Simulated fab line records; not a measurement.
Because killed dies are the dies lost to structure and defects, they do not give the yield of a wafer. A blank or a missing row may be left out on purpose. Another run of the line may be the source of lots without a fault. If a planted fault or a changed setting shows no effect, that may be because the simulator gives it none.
What tool caused it? ; flow sky130 ; 42 wafers from 14 lots sampled at 6 of the route's 708 steps

## WHAT THE GAUGES READ, wafer by wafer
SKY_VT_ADJUST_HVTP_CD_MEAS_07 targets a cd of 380 nm.
lot;measured;on;cd nm (nm)
L989;day 5 23:59;cd sem-01;385.1 382.5 386.0
L991;day 6 15:43;cd sem-01;374.5 375.5 375.8
L995;day 7 14:35;cd sem-01;376.8 374.9 376.6
L997;day 8 01:34;cd sem-01;377.9 379.0 379.8
L101;day 9 04:26;cd sem-01;382.8 381.1 385.6
L102;day 9 10:53;cd sem-02;375.4 372.8 377.0
L105;day 10 14:51;cd sem-02;376.7 379.5 377.8
L106;day 10 15:30;cd sem-02;377.7 379.8 379.1
L107;day 10 21:13;cd sem-01;380.4 382.8 381.4
L108;day 11 01:30;cd sem-02;382.7 380.5 383.6
L109;day 11 07:58;cd sem-02;374.5 376.9 375.8
L110;day 11 15:42;cd sem-02;382.6 382.9 381.9
L112;day 12 18:43;cd sem-01;380.3 379.6 378.8
L111;day 12 19:02;cd sem-01;379.6 382.0 379.4

SKY_VT_ADJUST_NCORE_CD_MEAS_07 targets a cd of 380 nm.
lot;measured;on;cd nm (nm)
L989;day 8 09:18;cd sem-02;381 382 381
L991;day 9 03:29;cd sem-01;381 382 381
L995;day 10 06:49;cd sem-02;387 386 388
L997;day 10 18:37;cd sem-01;379 379 378
L101;day 12 00:37;cd sem-01;380 381 382
L102;day 12 09:53;cd sem-01;383 384 383
L105;day 13 16:29;cd sem-02;379 378 377
L106;day 13 17:05;cd sem-02;376 376 378
L107;day 13 23:24;cd sem-01;379 380 377
L108;day 14 03:33;cd sem-01;387 386 385
L109;day 14 11:22;cd sem-01;385 386 384
L110;day 14 20:35;cd sem-02;374 380 376
L112;day 16 02:43;cd sem-02;381 384 382
L111;day 16 03:13;cd sem-02;381 380 382

SKY_VT_ADJUST_PCH_OVL_MEAS_07.
lot;measured;on;VT_ADJUST_PCH_OVL (nm)
L989;day 10 04:23;overlay-01;0.7 -1.8 0.6
L991;day 10 23:10;overlay-02;2.0 1.8 3.3
L995;day 12 06:35;overlay-02;- - -
L997;day 12 19:24;overlay-02;- - -
L101;day 14 02:16;overlay-01;-1.3 2.8 0.1
L102;day 14 13:49;overlay-02;1.6 1.1 -1.2
L105;day 15 22:08;overlay-02;-0.7 0.6 1.2
L106;day 15 22:46;overlay-01;0.7 1.4 0.5
L107;day 16 06:32;overlay-01;-0.2 -1.4 -0.9
L108;day 16 10:08;overlay-02;-0.5 0.2 -0.4
L109;day 16 19:41;overlay-02;1.5 3.1 1.2
L110;day 17 03:41;overlay-02;2.2 2.2 4.1
L112;day 18 12:44;overlay-02;1.4 3.0 0.9
L111;day 18 14:17;overlay-01;0.1 -0.7 0.9

SKY_VT_ADJUST_PCH_TW_MEAS_10.
lot;measured;on;VT_ADJUST_PCH_TW
L989;day 10 04:41;film metro-02;142.9 141.7 142.5
L991;day 10 23:31;film metro-04;143.5 143.4 143.2
L995;day 12 06:52;film metro-04;29.9 29.9 30.0
L997;day 12 19:41;film metro-04;30.0 29.7 29.9
L101;day 14 02:33;film metro-02;142.8 141.9 141.6
L102;day 14 14:07;film metro-04;142.5 142.3 142.4
L105;day 15 22:26;film metro-01;142.8 143.4 143.8
L106;day 15 23:04;film metro-01;143.8 143.6 143.8
L107;day 16 06:50;film metro-01;143.7 144.5 144.0
L108;day 16 10:25;film metro-04;142.8 142.8 142.1
L109;day 16 19:58;film metro-02;142.1 141.8 142.4
L110;day 17 03:58;film metro-01;143.6 143.9 143.8
L112;day 18 13:01;film metro-02;142.9 143.0 142.2
L111;day 18 14:34;film metro-02;141.7 142.0 141.6

## TOOL THAT RAN EACH LOT (tool first, then ch and the chambers of the sampled wafers, then the start)
lot;SKY_VT_ADJUST_NCORE_STRIP_10;SKY_VT_ADJUST_PCH_DEVELOP_06
L989;plasma asher-03 ch 1, day 8 09:35;litho track-03 ch 0, day 10 04:00
L991;plasma asher-03 ch 0,1, day 9 03:47;litho track-04 ch 0, day 10 23:00
L995;plasma asher-03 ch 0, day 10 07:07;litho track-03 ch 0, day 12 06:00
L997;plasma asher-04 ch 0,1, day 10 18:55;litho track-03 ch 0, day 12 19:00
L101;plasma asher-03 ch 0,1, day 12 00:55;litho track-04 ch 0, day 14 02:00
L102;plasma asher-01 ch 0,1, day 12 10:10;litho track-04 ch 0, day 14 13:00
L105;plasma asher-03 ch 0,1, day 13 16:46;litho track-03 ch 0, day 15 22:00
L106;plasma asher-04 ch 0,1, day 13 17:22;litho track-04 ch 0, day 15 22:00
L107;plasma asher-04 ch 0,1, day 13 23:41;litho track-03 ch 0, day 16 06:00
L108;plasma asher-04 ch 0,1, day 14 03:50;litho track-01 ch 0, day 16 10:00
L109;plasma asher-03 ch 0,1, day 14 11:40;litho track-01 ch 0, day 16 19:00
L110;plasma asher-01 ch 0,1, day 14 20:53;litho track-01 ch 0, day 17 03:00
L112;plasma asher-01 ch 0,1, day 16 03:01;litho track-03 ch 0, day 18 12:00
L111;plasma asher-04 ch 0,1, day 16 03:31;litho track-01 ch 0, day 18 14:00
- SKY_VT_ADJUST_NCORE_STRIP_10: strips in O2/N2.
- SKY_VT_ADJUST_PCH_DEVELOP_06: develop time 60 s.

## AS READ BY THE TOOLS THEMSELVES (means over the sampled wafers that have a number; for cases with no such wafer, the mark the record gives instead)
SKY_VT_ADJUST_NCORE_STRIP_10.
lot;tool;drypump motor current A (A);oes product au (a.u.);strip time to endpoint s (s)
L989;plasma asher-03;6.4;0.719;14.20
L991;plasma asher-03;5.8;0.715;14.18
L995;plasma asher-03;5.4;0.714;14.18
L997;plasma asher-04;5.4;0.715;14.17
L101;plasma asher-03;5.7;0.718;14.11
L102;plasma asher-01;6.1;0.714;14.14
L105;plasma asher-03;5.8;0.716;14.18
L106;plasma asher-04;5.4;0.715;14.17
L107;plasma asher-04;5.4;0.718;14.18
L108;plasma asher-04;5.4;0.719;14.13
L109;plasma asher-03;6.1;0.716;14.23
L110;plasma asher-01;6.1;0.713;14.15
L112;plasma asher-01;6.1;0.719;14.23
L111;plasma asher-04;5.4;0.716;14.19

## THE ANSWER, worked out from the rows above alone
Rule: the lots themselves supply what counts as usual. Put in order of their means at a reading, lots are off if they are a third of the lots or fewer, leave a main group of 4 or more, and stand apart from it by a gap of 3 or more times the standard deviation of the main group's means; of several such gaps the widest counts. Not used: any main group whose means are identical at the precision the tables above print for the reading. A lot without any number at a reading at which 4 lots or more have one is off too. Any other lot the step has rows for is counted as sound. After the gauges, taken in route order, come the tools' own readings; for these a lot's mean is taken, as printed above. The first step at which some lot is off is used, and at that step the reading that is off furthest; a lot without a number counts as furthest.
Off: L995, L997, at SKY_VT_ADJUST_PCH_OVL_MEAS_07 (VT_ADJUST_PCH_OVL). Without a number there: L995, L997. The main group: mean 0.8 nm, standard deviation 1.1.
A tool fits if, at a process step before that reading, it ran every lot that is off, and no sound lot after the first of them. The gauges at SKY_VT_ADJUST_PCH_OVL_MEAS_07 aren't tried: what is off there is off at SKY_VT_ADJUST_PCH_TW_MEAS_10 too, on other tools, and a gauge's error can't cause that. Not one of the candidates tried fits.

## WHAT HAD BEEN PUT IN BY THE SIMULATOR
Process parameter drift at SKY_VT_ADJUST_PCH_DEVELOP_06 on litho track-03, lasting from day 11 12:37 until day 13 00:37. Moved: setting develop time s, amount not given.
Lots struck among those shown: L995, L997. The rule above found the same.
